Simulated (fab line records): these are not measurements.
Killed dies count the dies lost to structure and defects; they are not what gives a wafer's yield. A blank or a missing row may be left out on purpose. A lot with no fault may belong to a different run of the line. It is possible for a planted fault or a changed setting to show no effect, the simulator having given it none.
A struck lot beside a sound one -- flow gf180mcu -- 15 out of 602 route steps
Sound: these wafers, L285.1, L285.2, L285.3. Wafers L287.1, L287.3 were the ones struck. Last of all comes the cause.
For every step that has rows: the tool of each side, followed by ch and its chambers, followed by its first start. Under that, the readings that differ: sound wafers -- struck wafers -- difference of the means -- sigmas: that difference in standard deviations of wafers without a fault.
alike: readings whose means differ by less than 2 such deviations, and words and numbers that are the same on both sides. not compared: withheld readings, readings that some wafer has no value for, bounds like >300 that may hide the same value, and numbers for which the record gives no deviation and whose values overlap.
A row with sigmas, a row that says differs or no value, or rows on one side alone: a step with any of these is where the two part. Non-overlapping numbers with no deviation appear without sigmas and do not part them. A reading missing from all wafers of one side parts the sides only when that side holds two or more wafers.

GF_M1_RS_MEAS_05: the measuring method here is four-point-probe.
  sound on film metro-02, day 17 03:09; struck on film metro-01, day 18 02:09
  alike: M1_ALCU_RS
GF_M1_THK_MEAS_06: measures by xrf.
  sound on film metro-02, day 17 03:16; struck on film metro-01, day 18 02:16
  alike: M1_ALCU_THK
then, 7 steps without rows for these wafers: GF_M1_DEHYDRATE_07 (time 60 s); GF_M1_HMDS_08 (prime time 60 s); GF_M1_COAT_09 (resist thk 1000 nm); GF_M1_SOFTBAKE_10 (time 60 s); GF_M1_EXPOSE_11 (exposes mask Metal1, target cd 230 nm); GF_M1_PEB_12 (peb time 87.21 s); GF_M1_DEVELOP_13 (develop time 60 s).
GF_M1_CD_MEAS_14 targets a cd of 230 nm.
  sound on cd sem-02, day 18 02:11; struck on cd sem-02, day 19 01:47
  alike: cd nm
GF_M1_OVL_MEAS_15:
  sound on overlay-01, day 18 02:18; struck on overlay-02, day 19 01:55
  alike: M1_OVL
GF_M1_METAL_ETCH_16: etches the open film in Cl2/BCl3, stops on SiO2, target depth 627.5 nm, time 104.6 s.
  sound on rie metal-03 ch 0,1, day 18 02:20; struck on rie metal-04 ch 0,1, day 19 01:57
  alike: drypump motor current A, oes product au, throttle valve pct
  not compared: rf hours counter h
GF_M1_STRIP_17: strips in O2/N2.
  sound on plasma asher-04 ch 0,1, day 18 02:27; struck on plasma asher-04 ch 1, day 19 02:04
reading,sound,struck,difference,sigmas
chamber pressure mTorr (mTorr),1499.8 1497.9 1502.7,1199.9 1199.3,-300.5,-99 or more
strip time to endpoint s (s),7.87 7.87 7.85,8.42 8.44,+0.57,+12
  alike: drypump motor current A, heater power w, oes product au
  not compared: rf hours counter h
then, 1 step without rows for these wafers: GF_M1_STRIP_18 (strips in post etch residue remover, time 1200 s).
GF_PASSIVATION_PROBE_99:
  the record holds rows for the sound wafers here (prober-02, day 29 21:49) but none for the struck ones

## WHERE THEY PART
At GF_M1_STRIP_17 first; at GF_PASSIVATION_PROBE_99 last (within this record only).

WHY: whatever the simulator had introduced
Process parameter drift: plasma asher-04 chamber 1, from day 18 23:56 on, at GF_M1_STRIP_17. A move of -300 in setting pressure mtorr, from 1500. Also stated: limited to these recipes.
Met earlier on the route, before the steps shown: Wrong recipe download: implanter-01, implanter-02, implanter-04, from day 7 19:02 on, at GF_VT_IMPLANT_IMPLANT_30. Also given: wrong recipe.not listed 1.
